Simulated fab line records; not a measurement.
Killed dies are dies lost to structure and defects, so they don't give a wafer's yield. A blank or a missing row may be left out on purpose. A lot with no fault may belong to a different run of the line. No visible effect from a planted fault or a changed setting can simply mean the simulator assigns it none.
Comparing a struck lot with a sound one :: flow sky130 :: 38 steps out of a route of 708
Sound: these wafers, L590.3, L590.5, L590.6. Wafers struck: L606.1, L606.3, L606.6. The cause is given at the end.
Order at every step that has rows: each side's tool, ch and its chambers, its first start. Under that, the readings that differ: sound wafers :: struck wafers :: difference of the means :: sigmas: that difference in standard deviations of wafers without a fault.
alike: words and numbers the same on both sides, and readings whose means are apart by under 2 such deviations; not compared: readings that were withheld, readings missing a value for some wafer, numbers with overlapping values and no deviation given by the record, and bounds like >300 which may hide the same value.
A row with sigmas, a row that says differs or no value, or rows on one side alone: a step with any of these is where the two part. Numbers that have no deviation but don't overlap get no sigmas and don't part them. A reading missing from all wafers of one side parts the sides only when that side holds two or more wafers.

first, 11 steps without rows for these wafers: SKY_CAP2M_DEHYDRATE_05 (time 60 s); SKY_CAP2M_HMDS_06 (prime time 60 s); SKY_CAP2M_COAT_07 (resist thk 1140 nm); SKY_CAP2M_SOFTBAKE_08 (time 60 s); SKY_CAP2M_EXPOSE_09 (exposes mask CAP2M, target cd 1000 nm); SKY_CAP2M_PEB_10; SKY_CAP2M_DEVELOP_11 (develop time 60 s); SKY_CAP2M_METAL_ETCH_13 (etches TiN in Cl2/BCl3, stops on SiO2, target depth 220 nm, time 62.9 s); SKY_CAP2M_STRIP_14 (strips in O2/N2); SKY_CAP2M_STRIP_15 (strips in post etch residue remover, time 1200 s); SKY_CAP2M_CLEAN_16 (cleans in IPA, time 180 s).
SKY_CAP2M_CLEAN_17: cleans in O3/DIW.
  sound on wetBench-01 ch 0, day 40 20:36; struck on wetBench-01 ch 2, day 45 14:05
then, 25 steps without rows for these wafers: SKY_METAL4_DEHYDRATE_05 (time 60 s); SKY_METAL4_HMDS_06 (prime time 60 s); SKY_METAL4_COAT_07 (resist thk 60 nm); SKY_METAL4_COAT_08 (resist thk 1140 nm); SKY_METAL4_SOFTBAKE_09 (time 90 s); SKY_METAL4_EXPOSE_10 (exposes mask MM4, target cd 300 nm); SKY_METAL4_PEB_11; SKY_METAL4_DEVELOP_12 (develop time 60 s); SKY_METAL4_DESCUM_15 (chemistry O2, time 8 s); SKY_METAL4_ETCH_16 (etches BARC in N2/H2, stops on SiO2, time 88.2 s, target depth 60 nm); SKY_METAL4_ETCH_17 (etches SiO2 in C4F8/O2/Ar, stops on TiN, time 3.9 s, target depth 15 nm); SKY_METAL4_METAL_ETCH_18 (etches the open film in Cl2/BCl3, stops on SiO2, target depth 845 nm, time 183.1 s); SKY_METAL4_STRIP_19 (strips in O2/N2); SKY_METAL4_STRIP_20 (strips in post etch residue remover, time 1200 s); SKY_METAL4_CLEAN_21 (cleans in IPA, time 180 s); SKY_METAL4_CLEAN_22 (cleans in O3/DIW); SKY_VIA4_HDPCVD_00 (deposits SiO2, target thk 1750 nm, time 291.7 s); SKY_VIA4_CMP_02 (polishes SiO2); SKY_VIA4_DEHYDRATE_04 (time 60 s); SKY_VIA4_HMDS_05 (prime time 60 s); SKY_VIA4_COAT_06 (resist thk 1140 nm); SKY_VIA4_SOFTBAKE_07 (time 60 s); SKY_VIA4_EXPOSE_08 (exposes mask VIM4, target cd 800 nm); SKY_VIA4_PEB_09; SKY_VIA4_DEVELOP_10 (develop time 60 s).
-- the record jumps here: 4 days lie between the struck wafers' starts before and after (it left off in module VIA4 and takes up again in module PAD_OPEN, whose first step shown is number 708 of the route) --
SKY_PAD_OPEN_PROBE_99:
  sound on prober-02, day 45 19:39; struck on prober-01, day 49 22:28
reading: hold
sound: - - -
struck: awaitDispo/8.5h/release awaitDispo/8.5h/release awaitDispo/8.5h/release
difference: no value on the sound wafers
sigmas: 

reading: defectLimitedYield (%)
sound: 84.3 80.7 84.3
struck: 73.8 76.6 74.2
difference: -8.2
sigmas: -4

reading: killedAtOther
sound: 0 0 0
struck: 47 46 36
difference: +43
sigmas: +64

reading: killedDies
sound: 77 95 77
struck: 129 115 127
difference: +41
sigmas: +4

reading: sort_bin_3_pad_short (%)
sound: 0.2 0.6 0.8
struck: 1.8 1.2 2.4
difference: +1.3
sigmas: +3

reading: sort_bin_5_function (%)
sound: 7.7 11.0 9.1
struck: 17.3 16.1 17.1
difference: +7.6
sigmas: +6

reading: sortNPass
sound: 415 397 415
struck: 363 377 365
difference: -41
sigmas: -4

reading: sortYieldPct (%)
sound: 84.3 80.7 84.3
struck: 73.8 76.6 74.2
difference: -8.2
sigmas: -4

reading: model.etest.tester.sortNPass
sound: 415 397 415
struck: 363 377 365
difference: -41
sigmas: 

reading: model.etest.tester.sortYieldPct (%)
sound: 84.35 80.69 84.35
struck: 73.78 76.63 74.19
difference: -8.26
sigmas: 

reading: model.etest.tester.sort_bin_5_pct (%)
sound: 7.724 10.98 9.146
struck: 17.28 16.06 17.07
difference: +7.52
sigmas: 

reading: model.etest.tester.sort_bin_3_pct (%)
sound: 0.2033 0.6098 0.813
struck: 1.829 1.22 2.439
difference: +1.287
sigmas: 
  alike: killed_at_M0_to_M3, killed_at_M4_up, killedAtContacts, killedAtFrontEnd, killedOpen, killedShort, sort_bin_6_memory

== WHERE THEY PART ==
At SKY_PAD_OPEN_PROBE_99 and nowhere else, as far as this record goes.

WHY: what the simulator had put in
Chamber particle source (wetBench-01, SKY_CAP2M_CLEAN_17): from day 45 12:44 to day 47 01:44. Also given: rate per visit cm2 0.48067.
